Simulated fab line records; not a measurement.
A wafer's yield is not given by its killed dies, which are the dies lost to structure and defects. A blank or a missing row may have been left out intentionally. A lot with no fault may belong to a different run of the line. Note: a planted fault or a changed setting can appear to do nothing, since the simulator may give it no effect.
fab line records	flow sky130
[record] lots = 12	wafers = 36	last-day = 50
route steps=708 shown FIELD_ISO@1 POLY_GATE@205 PAD_OPEN@708
lots with no fault: from the same line, run without faults
start-h: hours from the record's opening day to when the first of the lot's shown wafers began	wait-h: hours since the lot's step before	" identical to the entry in the row above	L1.1+2: one row covering several wafers at once	- no value present, or no start provided	* or withheld: withheld	< > ~ a bound
route shown NAME@n: NAME is a module with steps in the file, n the number in the route of the first one	usual: mean/standard deviation of fault-free wafers	same: alike in all rows	chamber/n: place in a boat	sites: the reading at each site	_std_site: the standard deviation of these	_edge_site: mean of outer sites minus mean of inner sites	radius-mm: for every site, how far away it sits from the centre of the wafer	mask NAME#n: copy n	behind: tool/chamber where the wafer was last shaped	hold: cause of the lot's hold/its duration in hours/its outcome	device: names the non-switching transistor (n, p or np)	end of line: the same wafers' tests at the end of the route	a step with no rows: only its recipe	killed: dies lost to structure and defects at the first sort, not the wafer's yield	map: dies across one wafer; x = killed, . = not, _ = none there
set.NAME: the setting as run; set.NAME@STEP: as run at that earlier step	model.NAME: the simulator's own value behind a step, which no gauge read
steps of the route over a sample of lots; a table a step, a row a wafer
services: from which hour (start-h, from the record's first day; less than 0 if before it) a tool's chamber was out of use, for how many hours, and why
[[steps]]
[step SKY_FIELD_ISO_BOW_MEAS_00]
[recipe] mode = bow
[usual] INCOMING_BOW = 0/6.4
lot.wafer	tool	chamber	start-h	wait-h	INCOMING_BOW[um]
L956.2	film-metro-01	-	20.02	-	-9
L956.3	"	-	"	"	4
L956.4	"	-	"	"	5
L958.1	film-metro-03	-	30.00	-	0
L958.3	"	-	"	"	5
L958.5	"	-	"	"	4
L960.1	film-metro-03	-	40.00	-	-2
L960.3	"	-	"	"	-6
L960.6	"	-	"	"	3
L961.1	film-metro-03	-	45.00	-	-11
L961.3	"	-	"	"	2
L961.4	"	-	"	"	7
L962.2	film-metro-02	-	50.02	-	-3
L962.4	"	-	"	"	-1
L962.5	"	-	"	"	1
L963.1	film-metro-01	-	55.00	-	-5
L963.2	"	-	"	"	11
L963.6	"	-	"	"	5
L964.1	film-metro-03	-	60.00	-	0
L964.4	"	-	"	"	-5
L964.5	"	-	"	"	1
L966.1	film-metro-02	-	70.00	-	-6
L966.3	"	-	"	"	5
L966.6	"	-	"	"	2
L972.1	film-metro-01	-	100.00	-	14
L972.4	"	-	"	"	4
L972.6	"	-	"	"	0
L974.1	film-metro-01	-	110.00	-	-1
L974.2	"	-	"	"	-1
L974.6	"	-	"	"	-9
L976.1	film-metro-01	-	120.00	-	-7
L976.3	"	-	"	"	13
L976.5	"	-	"	"	4
L977.3	film-metro-03	-	125.04	-	4
L977.4	"	-	"	"	9
L977.5	"	-	"	"	-6
[step SKY_FIELD_ISO_THK_MEAS_04]
[recipe] reads = Si3N4_of_FIELD_ISO_CVD_03
[usual] FIELD_ISO_CVD_03_THK = 164.6/1.3
lot.wafer	tool	chamber	start-h	wait-h	FIELD_ISO_CVD_03_THK[nm]
L956.2	film-metro-01	-	24.81	0.0	164.6
L956.3	"	-	"	"	164.2
L956.4	"	-	"	"	163.8
L958.1	film-metro-01	-	34.31	0.0	164.6
L958.3	"	-	"	"	165.6
L958.5	"	-	"	"	164.0
L960.1	film-metro-03	-	44.40	0.0	164.1
L960.3	"	-	"	"	164.8
L960.6	"	-	"	"	164.6
L961.1	film-metro-01	-	48.48	0.0	165.6
L961.3	"	-	"	"	166.1
L961.4	"	-	"	"	165.5
L962.2	film-metro-01	-	55.63	0.0	163.6
L962.4	"	-	"	"	163.9
L962.5	"	-	"	"	163.6
L963.1	film-metro-02	-	61.02	0.0	161.5
L963.2	"	-	"	"	164.1
L963.6	"	-	"	"	163.4
L964.1	film-metro-01	-	64.16	0.0	164.6
L964.4	"	-	"	"	166.9
L964.5	"	-	"	"	166.2
L966.1	film-metro-01	-	76.65	0.0	164.2
L966.3	"	-	"	"	163.8
L966.6	"	-	"	"	164.0
L972.1	film-metro-03	-	106.47	0.0	163.6
L972.4	"	-	"	"	164.4
L972.6	"	-	"	"	163.8
L974.1	film-metro-03	-	114.30	0.0	165.3
L974.2	"	-	"	"	165.7
L974.6	"	-	"	"	165.1
L976.1	film-metro-02	-	123.60	0.0	162.8
L976.3	"	-	"	"	165.0
L976.5	"	-	"	"	165.5
L977.3	film-metro-01	-	129.00	0.0	165.7
L977.4	"	-	"	"	165.0
L977.5	"	-	"	"	165.0
[step SKY_POLY_GATE_THK_MEAS_01]
[recipe] reads = poly-Si_of_POLY_GATE_CVD_00
[usual] POLY_GATE_CVD_00_THK = 181.0/1.5
lot.wafer	tool	chamber	start-h	wait-h	POLY_GATE_CVD_00_THK[nm]
L956.2	film-metro-04	-	328.26	0.0	180.4
L956.3	"	-	"	"	179.9
L956.4	"	-	"	"	181.1
L958.1	film-metro-04	-	340.97	0.0	181.5
L958.3	"	-	"	"	180.8
L958.5	"	-	"	"	181.4
L960.1	film-metro-03	-	365.13	0.0	181.1
L960.3	"	-	"	"	180.4
L960.6	"	-	"	"	179.4
L961.1	film-metro-01	-	373.79	0.0	182.9
L961.3	"	-	"	"	182.2
L961.4	"	-	"	"	181.1
L962.2	film-metro-01	-	387.74	0.0	180.7
L962.4	"	-	"	"	182.6
L962.5	"	-	"	"	182.0
L963.1	film-metro-01	-	392.16	0.0	182.9
L963.2	"	-	"	"	182.4
L963.6	"	-	"	"	182.2
L964.1	film-metro-01	-	397.66	0.0	179.2
L964.4	"	-	"	"	181.6
L964.5	"	-	"	"	180.3
L966.1	film-metro-04	-	417.27	0.0	179.9
L966.3	"	-	"	"	178.1
L966.6	"	-	"	"	180.1
L972.1	film-metro-03	-	470.85	0.0	180.4
L972.4	"	-	"	"	181.2
L972.6	"	-	"	"	181.1
L974.1	film-metro-04	-	482.36	0.0	181.3
L974.2	"	-	"	"	180.5
L974.6	"	-	"	"	180.8
L976.1	film-metro-01	-	517.46	0.0	179.7
L976.3	"	-	"	"	180.2
L976.5	"	-	"	"	181.4
L977.3	film-metro-04	-	518.73	0.0	184.0
L977.4	"	-	"	"	184.0
L977.5	"	-	"	"	183.5
[step SKY_POLY_GATE_ETCH_16]
[recipe] stop-on = poly-Si	chemistry = CH3F/O2	target = Si3N4	source-w = 400	bias-w = 80	pressure-mtorr = 25	ch3f-flow-sccm = 40	O2_flow_sccm = 30	time-s = 147.5	target-depth-a = 750
[usual] O2_flow_sccm = 30.01/0.085	bias-w = 80.04/0.23	drypump-motor-current-A = 5.7/0.49	oes-product-au = 0.641/0.0058	throttle-valve-pct = 10.535/0.0091
lot.wafer	tool	chamber	start-h	wait-h	O2_flow_sccm	bias-w	drypump-motor-current-A	oes-product-au	rf-hours-counter-h	throttle-valve-pct
L956.2	rie-diel-02	0	386.91	0.0	29.92	79.88	5.2	0.637	2	10.526
L956.3	"	2	"	"	29.95	80.55	5.2	0.643	73	10.541
L956.4	"	3	"	"	29.99	79.73	6.5	0.637	52	10.543
L958.1	rie-diel-04	0	400.45	0.0	30.12	79.66	5.6	0.637	3	10.545
L958.3	"	3	"	"	30.11	79.83	6.1	0.641	6	10.535
L958.5	"	3	"	"	30.06	79.96	6.1	0.633	-	10.529
L960.1	rie-diel-04	0	430.26	0.0	30.01	80.00	5.5	0.644	4	10.545
L960.3	"	2	"	"	29.98	80.16	5.4	0.637	48	10.534
L960.6	"	3	"	"	29.97	80.11	6.1	0.641	-	10.540
L961.1	rie-diel-03	0	439.11	0.0	30.10	80.11	5.6	0.647	0	10.533
L961.3	"	1	"	"	29.92	80.08	5.6	0.647	93	10.552
L961.4	"	3	"	"	30.03	80.07	6.5	0.642	20	10.531
L963.1	rie-diel-02	1	455.20	0.0	-	-	-	-	-	-
L963.2	"	0	"	"	-	-	-	-	-	-
L963.6	"	0	"	"	-	-	-	-	-	-
L962.2	rie-diel-04	3	455.36	0.0	-	-	-	-	-	-
L962.4	"	2	"	"	-	-	-	-	-	-
L962.5	"	3	"	"	-	-	-	-	-	-
L964.1	rie-diel-02	2	460.46	0.0	-	-	-	-	-	-
L964.4	"	3	"	"	-	-	-	-	-	-
L964.5	"	2	"	"	-	-	-	-	-	-
L966.1	rie-diel-02	2	479.61	0.0	29.89	79.87	5.2	0.642	75	10.542
L966.3	"	3	"	"	30.03	80.01	6.4	0.638	54	10.528
L966.6	"	2	"	"	30.03	80.19	5.2	0.640	-	10.520
L972.1	rie-diel-02	1	531.76	0.0	30.04	79.96	5.9	0.639	3	10.528
L972.4	"	2	"	"	30.02	80.38	5.2	0.640	76	10.521
L972.6	"	2	"	"	30.02	80.14	5.2	0.644	-	10.540
L974.1	rie-diel-04	3	546.36	0.0	29.97	79.70	6.1	0.639	8	10.531
L974.2	"	2	"	"	29.96	79.71	5.3	0.647	50	10.523
L974.6	"	1	"	"	29.99	79.51	6.2	0.644	-	10.530
L976.1	rie-diel-04	1	579.56	0.0	29.97	79.89	6.2	0.640	2	10.554
L976.3	"	0	"	"	30.16	80.26	5.5	0.636	7	10.534
L976.5	"	2	"	"	29.91	80.42	5.4	0.639	-	10.536
L977.3	rie-diel-04	1	581.10	0.0	29.88	80.06	6.1	0.646	2	10.540
L977.4	"	0	"	"	29.83	80.22	5.5	0.649	7	10.543
L977.5	"	3	"	"	29.92	79.96	6.1	0.629	-	10.546
[step SKY_POLY_GATE_STRIP_18]
[recipe] chemistry = O2/N2	power-w = 1400	pressure-mtorr = 1500	platen-temp-c = withheld	o2-flow-sccm = 3000	n2-flow-sccm = 300	overash-fraction = 0.5
[usual] drypump-motor-current-A = 5.6/0.44	oes-product-au = 0.360/0.0048	strip-time-to-endpoint-s = 3.16/0.04
lot.wafer	tool	chamber	start-h	wait-h	drypump-motor-current-A	oes-product-au	rf-hours-counter-h	strip-time-to-endpoint-s
L956.2	plasma-asher-02	0	387.06	0.0	5.8	0.355	55	3.13
L956.3	"	0	"	"	5.9	0.352	-	3.10
L956.4	"	1	"	"	5.5	0.355	-	3.13
L958.1	plasma-asher-01	1	400.61	0.0	5.2	0.362	71	3.13
L958.3	"	0	"	"	5.2	0.352	-	3.18
L958.5	"	0	"	"	5.2	0.364	-	3.14
L960.1	plasma-asher-02	0	430.41	0.0	5.8	0.358	60	3.08
L960.3	"	0	"	"	5.8	0.351	-	3.14
L960.6	"	0	"	"	5.8	0.366	-	3.14
L961.1	plasma-asher-01	1	439.27	0.0	5.2	0.366	1	3.18
L961.3	"	0	"	"	5.2	0.361	-	3.17
L961.4	"	1	"	"	5.2	0.359	-	3.18
L963.1	plasma-asher-01	1	455.36	0.0	5.2	0.417	2	4.34
L963.2	"	0	"	"	5.2	0.411	2	4.40
L963.6	"	0	"	"	5.2	0.413	-	4.38
L962.2	plasma-asher-03	1	455.52	0.0	6.5	0.399	33	4.30
L962.4	"	1	"	"	6.5	0.411	-	4.32
L962.5	"	1	"	"	6.5	0.408	-	4.33
L964.1	plasma-asher-01	1	460.62	0.0	5.2	0.410	3	4.33
L964.4	"	1	"	"	5.2	0.412	-	4.35
L964.5	"	0	"	"	5.2	0.416	-	4.34
L966.1	plasma-asher-01	0	479.77	0.0	5.2	0.364	5	3.15
L966.3	"	1	"	"	5.2	0.367	-	3.11
L966.6	"	0	"	"	5.2	0.365	-	3.15
L972.1	plasma-asher-02	0	531.91	0.0	5.9	0.366	71	3.17
L972.4	"	0	"	"	5.8	0.362	-	3.22
L972.6	"	1	"	"	5.4	0.358	-	3.19
L974.1	plasma-asher-03	0	546.51	0.0	5.9	0.356	43	3.19
L974.2	"	1	"	"	6.5	0.365	43	3.16
L974.6	"	1	"	"	6.5	0.364	-	3.19
L976.1	plasma-asher-02	0	579.71	0.0	5.9	0.363	76	3.20
L976.3	"	1	"	"	5.5	0.356	-	3.12
L976.5	"	1	"	"	5.5	0.361	-	3.16
L977.3	plasma-asher-01	0	581.29	0.1	5.2	0.359	-	3.20
L977.4	"	1	"	"	5.2	0.362	-	3.16
L977.5	"	1	"	"	5.2	0.364	-	3.17
[step SKY_PAD_OPEN_PROBE_99]
[usual] killed_at_M0_to_M3 = 42/6.9	killed_at_M4_up = 3.2/1.7	killed-at-contacts = 25/5.1	killed-at-front-end = 15/4.5	killed-at-other = 0.4/0.63	killed-dies = 86/9.3	killed-on-rim = 17/3.9	killed-open = 46/7	killed-short = 39/6.9
[same] gross-dies = 492	killed-at-back-side = 0
lot.wafer	tool	chamber	start-h	wait-h	hold	killed_at_M0_to_M3	killed_at_M4_up	killed-at-contacts	killed-at-front-end	killed-at-other	killed-dies	killed-on-rim	killed-open	killed-short
L956.2	prober-01	-	1087.45	0.1	-	35	2	28	20	0	85	17	44	41
L956.3	prober-01	-	1087.50	0.2	-	46	5	19	23	0	93	16	44	49
L956.4	prober-01	-	1087.55	0.2	-	35	5	22	15	0	77	13	42	35
L958.1	prober-01	-	1102.98	0.1	-	34	2	23	17	1	77	22	36	40
L958.3	prober-01	-	1103.08	0.2	-	35	6	20	19	1	81	11	45	35
L958.5	prober-01	-	1103.18	0.2	-	37	4	22	13	1	77	21	38	39
L960.1	prober-01	-	1123.78	0.1	-	40	2	17	16	1	76	20	35	40
L960.3	prober-01	-	1123.88	0.2	-	47	1	18	15	3	84	15	41	41
L960.6	prober-01	-	1124.03	0.2	-	47	2	31	16	0	96	23	55	41
L961.1	prober-02	-	1124.90	0.1	-	47	3	25	15	0	90	13	50	40
L961.3	prober-02	-	1125.00	0.2	-	47	2	13	9	1	72	15	32	39
L961.4	prober-02	-	1125.05	0.2	-	48	5	20	6	0	79	15	43	36
L963.1	prober-01	-	1132.08	0.1	await-dispo/3.0h/scrap	31	1	32	427	1	492	96	39	36
L963.2	prober-01	-	1132.13	0.1	await-dispo/3.0h/scrap	33	6	22	431	0	492	96	48	35
L963.6	prober-01	-	1132.33	0.2	await-dispo/3.0h/scrap	26	1	23	442	0	492	96	36	27
L962.2	prober-01	-	1136.50	0.1	await-dispo/2.2h/scrap	42	3	26	421	0	492	96	45	38
L962.4	prober-01	-	1136.60	0.2	await-dispo/2.2h/scrap	38	3	20	431	0	492	96	43	35
L962.5	prober-01	-	1136.65	0.2	await-dispo/2.2h/scrap	50	6	21	415	0	492	96	49	46
L964.1	prober-02	-	1138.55	0.1	await-dispo/1.5h/scrap	56	6	22	408	0	492	96	46	45
L964.4	prober-02	-	1138.70	0.2	await-dispo/1.5h/scrap	54	4	29	405	0	492	96	42	56
L964.5	prober-02	-	1138.75	0.2	await-dispo/1.5h/scrap	46	4	26	416	0	492	96	39	47
L966.1	prober-01	-	1149.63	0.1	-	48	3	27	13	1	92	24	44	48
L966.3	prober-01	-	1149.73	0.2	-	48	5	17	10	0	80	17	51	29
L966.6	prober-01	-	1149.88	0.2	-	39	1	23	12	0	75	11	46	29
L972.1	prober-02	-	1180.64	0.1	-	37	1	26	10	1	75	18	42	33
L972.4	prober-02	-	1180.79	0.2	-	53	6	20	15	0	94	20	53	41
L972.6	prober-02	-	1180.89	0.2	-	45	3	26	20	0	94	19	55	39
L974.1	prober-02	-	1189.18	0.1	-	35	4	16	18	0	73	13	29	44
L974.2	prober-02	-	1189.23	0.1	-	45	7	19	17	0	88	17	38	50
L974.6	prober-02	-	1189.43	0.2	-	50	3	25	19	0	97	20	51	46
L977.3	prober-02	-	1207.09	0.2	-	44	3	28	12	1	88	23	53	35
L977.4	prober-02	-	1207.14	0.2	-	49	2	24	12	0	87	15	46	41
L977.5	prober-02	-	1207.19	0.2	-	35	4	17	13	0	69	15	43	26
L976.1	prober-01	-	1208.03	0.1	-	41	0	30	17	0	88	18	43	45
L976.3	prober-01	-	1208.13	0.2	-	59	2	23	17	1	102	24	54	48
L976.5	prober-01	-	1208.23	0.2	-	37	1	19	13	0	70	14	41	29
// killed by level:class
L956.2 VIA1:geometric-particle:open=11 CONTACT:geometric-particle:open=10 METAL1:geometric-particle:short=9 LI_CONTACT:geometric-particle:open=9 LOCAL_INTERCONNECT:geometric-particle:short=6 FIELD_ISO:geometric-particle:short=5 FIELD_ISO:geometric-particle:open=5 POLY_GATE:geometric-particle:open=5
L956.3 VIA3:geometric-particle:open=10 FIELD_ISO:geometric-particle:short=9 METAL1:geometric-particle:short=8 VIA1:geometric-particle:open=8 CONTACT:geometric-particle:open=7 VIA2:geometric-particle:open=6 METAL4:geometric-particle:short=5 POLY_GATE:geometric-particle:open=4
L956.4 VIA1:geometric-particle:open=10 VIA3:geometric-particle:open=9 CONTACT:geometric-particle:open=8 LI_CONTACT:geometric-particle:open=6 POLY_GATE:geometric-particle:short=5 LOCAL_INTERCONNECT:geometric-particle:short=5 METAL1:geometric-particle:short=5 POLY_GATE:geometric-particle:open=4
L958.1 VIA2:geometric-particle:open=7 LI_CONTACT:geometric-particle:open=7 CONTACT:geometric-particle:open=7 METAL1:geometric-particle:short=6 METAL2:geometric-particle:short=6 FIELD_ISO:geometric-particle:short=5 POLY_GATE:geometric-particle:short=5 VIA1:geometric-particle:open=5
L958.3 VIA3:geometric-particle:open=11 FIELD_ISO:geometric-particle:open=8 VIA1:geometric-particle:open=7 LI_CONTACT:geometric-particle:open=5 LI_CONTACT:geometric-particle:short=4 CONTACT:geometric-particle:open=4 METAL1:geometric-particle:short=4 VIA1:geometric-particle:short=4
L958.5 POLY_GATE:geometric-particle:short=7 LI_CONTACT:geometric-particle:open=7 VIA2:geometric-particle:open=7 VIA1:geometric-particle:open=7 CONTACT:geometric-particle:open=6 VIA3:geometric-particle:short=5 METAL2:geometric-particle:short=5 VIA3:geometric-particle:open=5
L960.1 VIA1:geometric-particle:short=9 VIA1:geometric-particle:open=8 CONTACT:geometric-particle:open=6 POLY_GATE:geometric-particle:open=5 POLY_GATE:geometric-particle:short=4 CONTACT:geometric-particle:short=4 METAL1:geometric-particle:short=4 FIELD_ISO:geometric-particle:short=3
L960.3 VIA2:geometric-particle:open=10 VIA1:geometric-particle:open=8 VIA1:geometric-particle:short=7 VIA3:geometric-particle:open=6 LI_CONTACT:geometric-particle:open=5 POLY_GATE:geometric-particle:short=4 POLY_GATE:geometric-particle:open=4 VIA2:geometric-particle:short=4
L960.6 CONTACT:geometric-particle:open=11 VIA2:geometric-particle:open=11 METAL1:geometric-particle:short=9 VIA1:geometric-particle:open=9 FIELD_ISO:geometric-particle:open=8 CONTACT:geometric-particle:short=8 LI_CONTACT:geometric-particle:open=6 LOCAL_INTERCONNECT:geometric-particle:short=4
L961.1 LI_CONTACT:geometric-particle:open=10 VIA1:geometric-particle:open=9 CONTACT:geometric-particle:open=8 VIA2:geometric-particle:open=7 VIA3:geometric-particle:open=7 METAL2:geometric-particle:short=6 METAL3:geometric-particle:short=6 FIELD_ISO:geometric-particle:short=4
L961.3 VIA1:geometric-particle:open=10 METAL1:geometric-particle:short=8 METAL2:geometric-particle:short=5 CONTACT:geometric-particle:open=5 VIA3:geometric-particle:open=5 VIA1:geometric-particle:short=5 VIA3:geometric-particle:short=4 POLY_GATE:geometric-particle:short=3
L961.4 CONTACT:geometric-particle:open=13 METAL1:geometric-particle:short=9 METAL2:geometric-particle:short=8 VIA1:geometric-particle:short=5 VIA2:geometric-particle:open=5 METAL3:geometric-particle:short=5 LI_CONTACT:geometric-particle:open=4 VIA1:geometric-particle:open=4
L963.1 POLY_GATE:area-etch=417 CONTACT:geometric-particle:open=12 CONTACT:geometric-particle:short=9 VIA3:geometric-particle:open=6 LI_CONTACT:geometric-particle:open=5 VIA1:geometric-particle:short=5 VIA1:geometric-particle:open=5 METAL1:geometric-particle:short=4
L963.2 POLY_GATE:area-etch=408 VIA1:geometric-particle:open=12 CONTACT:geometric-particle:open=8 POLY_GATE:geometric-particle:open=7 FIELD_ISO:geometric-particle:short=6 LI_CONTACT:geometric-particle:open=6 FIELD_ISO:geometric-particle:open=5 CONTACT:geometric-particle:short=5
L963.6 POLY_GATE:area-etch=429 CONTACT:geometric-particle:open=10 CONTACT:geometric-particle:short=7 VIA1:geometric-particle:open=7 POLY_GATE:geometric-particle:short=5 VIA3:geometric-particle:short=4 VIA3:geometric-particle:open=4 FIELD_ISO:geometric-particle:open=3
L962.2 POLY_GATE:area-etch=408 VIA1:geometric-particle:open=11 CONTACT:geometric-particle:open=9 LI_CONTACT:geometric-particle:open=7 METAL1:geometric-particle:short=7 VIA2:geometric-particle:open=5 CONTACT:geometric-particle:short=4 POLY_GATE:geometric-particle:short=4
L962.4 POLY_GATE:area-etch=414 VIA1:geometric-particle:open=10 VIA2:geometric-particle:open=6 FIELD_ISO:geometric-particle:open=5 CONTACT:geometric-particle:open=5 METAL2:geometric-particle:short=5 LI_CONTACT:geometric-particle:open=4 LOCAL_INTERCONNECT:geometric-particle:short=4
L962.5 POLY_GATE:area-etch=397 VIA1:geometric-particle:open=11 CONTACT:geometric-particle:open=10 VIA2:geometric-particle:open=9 VIA1:geometric-particle:short=6 METAL2:geometric-particle:short=6 POLY_GATE:geometric-particle:short=5 VIA2:geometric-particle:short=5
L964.1 POLY_GATE:area-etch=400 VIA1:geometric-particle:open=14 CONTACT:geometric-particle:open=10 METAL1:geometric-particle:short=9 VIA3:geometric-particle:open=6 VIA1:geometric-particle:short=5 METAL2:geometric-particle:short=5 METAL3:geometric-particle:short=5
L964.4 POLY_GATE:area-etch=393 METAL1:geometric-particle:short=11 CONTACT:geometric-particle:open=10 VIA1:geometric-particle:open=9 CONTACT:geometric-particle:short=8 METAL2:geometric-particle:short=7 LI_CONTACT:geometric-particle:open=5 LOCAL_INTERCONNECT:geometric-particle:short=5
L964.5 POLY_GATE:area-etch=405 VIA1:geometric-particle:open=8 METAL2:geometric-particle:short=8 VIA2:geometric-particle:open=8 POLY_GATE:geometric-particle:short=7 CONTACT:geometric-particle:open=7 METAL1:geometric-particle:short=7 LI_CONTACT:geometric-particle:open=6
L966.1 VIA1:geometric-particle:open=11 VIA3:geometric-particle:open=9 METAL1:geometric-particle:short=8 LOCAL_INTERCONNECT:geometric-particle:short=7 CONTACT:geometric-particle:short=6 CONTACT:geometric-particle:open=6 LI_CONTACT:geometric-particle:open=5 VIA1:geometric-particle:short=5
L966.3 VIA1:geometric-particle:open=15 VIA2:geometric-particle:open=9 VIA1:geometric-particle:short=7 LI_CONTACT:geometric-particle:open=7 VIA3:geometric-particle:open=6 CONTACT:geometric-particle:open=4 VIA3:geometric-particle:short=4 METAL4:geometric-particle:short=4
L966.6 VIA1:geometric-particle:open=10 CONTACT:geometric-particle:open=9 VIA3:geometric-particle:open=7 LI_CONTACT:geometric-particle:open=5 VIA1:geometric-particle:short=5 FIELD_ISO:geometric-particle:short=4 CONTACT:geometric-particle:short=4 METAL2:geometric-particle:short=4
L972.1 VIA1:geometric-particle:open=13 METAL1:geometric-particle:short=8 LI_CONTACT:geometric-particle:open=8 CONTACT:geometric-particle:open=8 VIA2:geometric-particle:open=6 POLY_GATE:geometric-particle:short=4 CONTACT:geometric-particle:short=4 POLY_GATE:geometric-particle:open=2
L972.4 VIA1:geometric-particle:open=15 VIA2:geometric-particle:open=8 CONTACT:geometric-particle:open=7 FIELD_ISO:geometric-particle:short=6 LI_CONTACT:geometric-particle:open=6 METAL1:geometric-particle:short=6 METAL4:geometric-particle:short=5 METAL2:geometric-particle:short=5
L972.6 LI_CONTACT:geometric-particle:open=10 CONTACT:geometric-particle:open=9 VIA1:geometric-particle:open=9 FIELD_ISO:geometric-particle:short=7 VIA2:geometric-particle:open=7 VIA1:geometric-particle:short=7 VIA3:geometric-particle:open=7 FIELD_ISO:geometric-particle:open=6
L974.1 FIELD_ISO:geometric-particle:short=7 LI_CONTACT:geometric-particle:open=6 METAL1:geometric-particle:short=6 VIA1:geometric-particle:open=5 VIA1:geometric-particle:short=5 VIA2:geometric-particle:open=5 LOCAL_INTERCONNECT:geometric-particle:short=4 CONTACT:geometric-particle:open=4
L974.2 VIA1:geometric-particle:open=8 VIA2:geometric-particle:open=8 FIELD_ISO:geometric-particle:short=7 METAL1:geometric-particle:short=6 FIELD_ISO:geometric-particle:open=5 LOCAL_INTERCONNECT:geometric-particle:short=5 VIA1:geometric-particle:short=5 METAL2:geometric-particle:short=5
L974.6 VIA2:geometric-particle:open=14 VIA1:geometric-particle:open=9 CONTACT:geometric-particle:short=8 POLY_GATE:geometric-particle:short=7 METAL2:geometric-particle:short=6 CONTACT:geometric-particle:open=5 LI_CONTACT:geometric-particle:open=5 VIA3:geometric-particle:short=5
L977.3 VIA1:geometric-particle:open=13 CONTACT:geometric-particle:open=11 CONTACT:geometric-particle:short=8 VIA3:geometric-particle:open=7 VIA1:geometric-particle:short=6 METAL2:geometric-particle:short=6 VIA2:geometric-particle:open=6 LI_CONTACT:geometric-particle:open=5
L977.4 VIA1:geometric-particle:open=11 CONTACT:geometric-particle:short=8 VIA3:geometric-particle:open=8 CONTACT:geometric-particle:open=7 METAL2:geometric-particle:short=7 METAL1:geometric-particle:short=7 FIELD_ISO:geometric-particle:open=5 LI_CONTACT:geometric-particle:open=5
L977.5 VIA1:geometric-particle:open=9 CONTACT:geometric-particle:open=7 VIA2:geometric-particle:open=7 VIA3:geometric-particle:short=6 POLY_GATE:geometric-particle:open=5 VIA3:geometric-particle:open=4 LI_CONTACT:geometric-particle:open=3 LOCAL_INTERCONNECT:geometric-particle:short=3
L976.1 CONTACT:geometric-particle:open=12 VIA1:geometric-particle:open=9 LI_CONTACT:geometric-particle:open=8 METAL1:geometric-particle:short=8 LOCAL_INTERCONNECT:geometric-particle:short=5 VIA2:geometric-particle:open=5 VIA3:geometric-particle:short=5 FIELD_ISO:geometric-particle:short=4
L976.3 VIA1:geometric-particle:open=16 METAL1:geometric-particle:short=12 VIA3:geometric-particle:open=8 CONTACT:geometric-particle:short=7 CONTACT:geometric-particle:open=6 FIELD_ISO:geometric-particle:open=5 POLY_GATE:geometric-particle:open=5 LI_CONTACT:geometric-particle:open=5
L976.5 VIA1:geometric-particle:open=9 CONTACT:geometric-particle:open=6 VIA2:geometric-particle:open=6 VIA3:geometric-particle:open=6 METAL2:geometric-particle:short=5 FIELD_ISO:geometric-particle:short=4 POLY_GATE:geometric-particle:short=4 LI_CONTACT:geometric-particle:open=4
[[services]]
tool	chamber	start-h	hours	kind
rie-diel-03	-	382.88	14.6	pm
rie-diel-04	1	390.74	4.7	repair
rie-diel-02	-	396.50	15.6	pm
plasma-asher-03	-	405.95	3.6	repair
rie-diel-03	-	409.57	2.8	pm
rie-diel-03	-	412.41	1.5	repair
plasma-asher-01	-	421.25	9.0	pm
plasma-asher-01	0	421.25	9.0	vent-cycle
plasma-asher-01	1	421.25	9.0	vent-cycle
rie-diel-02	1	428.35	3.4	repair
plasma-asher-01	0	430.25	-	clean
plasma-asher-01	1	430.25	-	clean
rie-diel-02	1	434.06	8.6	repair
rie-diel-04	1	455.01	-	clean
rie-diel-04	1	455.01	18.3	scheduled-down
rie-diel-04	1	455.01	18.3	vent-cycle
rie-diel-02	2	504.62	3.5	repair
rie-diel-04	3	505.87	12.1	repair
rie-diel-02	-	534.77	0.5	repair
rie-diel-02	2	564.20	-	clean
rie-diel-02	2	564.20	17.7	scheduled-down
rie-diel-02	2	564.20	17.7	vent-cycle
plasma-asher-01	-	565.73	2.4	repair
rie-diel-03	2	569.21	6.6	repair
[[key]]
[first-sign] step = SKY_POLY_GATE_ETCH_16	reading = tool-record	direction = missing
[effect] step = SKY_POLY_GATE_STRIP_18	reading = strip-time-to-endpoint-s	direction = up	sigmas = 29	usual = *	struck = *
[effect] step = SKY_PAD_OPEN_PROBE_99	reading = killed-at-front-end	direction = up	sigmas = 90	usual = 15	struck = 422
[more-kills-born-at] SKY_POLY_GATE_ETCH_16@rie-diel-02 = 2440	SKY_POLY_GATE_ETCH_16@rie-diel-04 = 1210
met-at SKY_POLY_GATE_ETCH_16
struck-lots L962,L963,L964
later-rows-left-out L962.2,L962.4,L962.5,L963.1,L963.2,L963.6,L964.1,L964.4,L964.5
tester-left-out L962,L963,L964
not-acting-at SKY_FIELD_ISO_BOW_MEAS_00,SKY_FIELD_ISO_THK_MEAS_04,SKY_POLY_GATE_THK_MEAS_01
onset-between 430.26 455.20
[fault] kind = skipped-step-whole	tool = rie-diel-02,rie-diel-04	chamber = -	onset-h = 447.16	steps = SKY_POLY_GATE_ETCH_16	scope = struck-lots-only
// tester-left-out: of these lots the tester's yield and bins aren't shown, on N5 and GAA mostly nor the transistor test; their killed dies are dies lost to structure and defects alone, not to doping, threshold or leakage, so they don't give the yield
// later-rows-left-out: the simulator's readings of these wafers behind a module that went badly wrong aren't trusted and aren't shown, but for the sort
